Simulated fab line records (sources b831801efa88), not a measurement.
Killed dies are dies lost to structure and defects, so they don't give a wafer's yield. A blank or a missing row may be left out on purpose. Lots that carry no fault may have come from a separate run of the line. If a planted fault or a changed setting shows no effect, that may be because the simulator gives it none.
One fault seen from 2 desks    flow sky130    every desk sees just its own numbers, and what lay behind them comes last

== METROLOGY DESK ==
What the gauges read, lot by lot, whatever tool the lot ran on: means of the sampled wafers that have a number. If a lot's mean is further than 4 standard deviations from the usual mean, the lot is out of limits and carries the mark OUT (the distance appears in the brackets).
Columns: A = CAP2M_TIN_RS at SKY_CAP2M_RS_MEAS_03, usual 6.90 ohm/sq; B = VIA4_OVL at SKY_VIA4_OVL_MEAS_11, usual 1.2 nm
lot   first seen here  A     B
L227  day 40 07:25     6.93  1.2
L226  day 40 10:57     6.81  2.2
L228  day 40 20:42     6.84  0.8
L232  day 41 20:49     6.88  -0.4
L233  day 41 22:41     6.90  3.1
L234  day 42 06:50     6.88  0.7
L235  day 42 13:02     6.90  -1.2
L236  day 42 18:08     6.91  -0.4
L237  day 43 03:16     6.91  1.4
L238  day 43 08:09     6.95  1.6
L239  day 43 14:50     6.82  1.9
L240  day 44 02:18     6.94  1.0
L244  day 45 02:44     6.93  2.9
L248  day 46 04:10     6.99  2.1
This desk found nothing out of limits on any of the 14 lots.

== AT THE TOOL OWNER'S DESK: pvdSputter-04 ==
The tool's own readings at SKY_METAL4_SPUTTER_02 (material AlCu, target thk 735 nm, time 39.1 s): means of the sampled wafers that have a number, for each lot that ran on this tool. If a lot's mean is further than 4 standard deviations from the usual mean, the lot is out of limits and carries the mark OUT (the distance appears in the brackets).
Columns: A = throttleValvePct at SKY_METAL4_SPUTTER_02, usual 30.3 %
lot   first seen here  A
L232  day 41 20:32     30.6
L234  day 42 06:29     30.3
L235  day 42 12:44     30.3
L237  day 43 02:58     30.2
L238  day 43 07:50     29.7
L244  day 45 02:26     30.7
L248  day 46 03:52     30.4
This desk found nothing out of limits on any of the 7 lots.

== ALL TOGETHER ==
Nothing out of limits was seen by the metrology desk.
The tool owner's desk saw nothing out of limits.

== WHAT HAD BEEN PUT IN BY THE SIMULATOR ==
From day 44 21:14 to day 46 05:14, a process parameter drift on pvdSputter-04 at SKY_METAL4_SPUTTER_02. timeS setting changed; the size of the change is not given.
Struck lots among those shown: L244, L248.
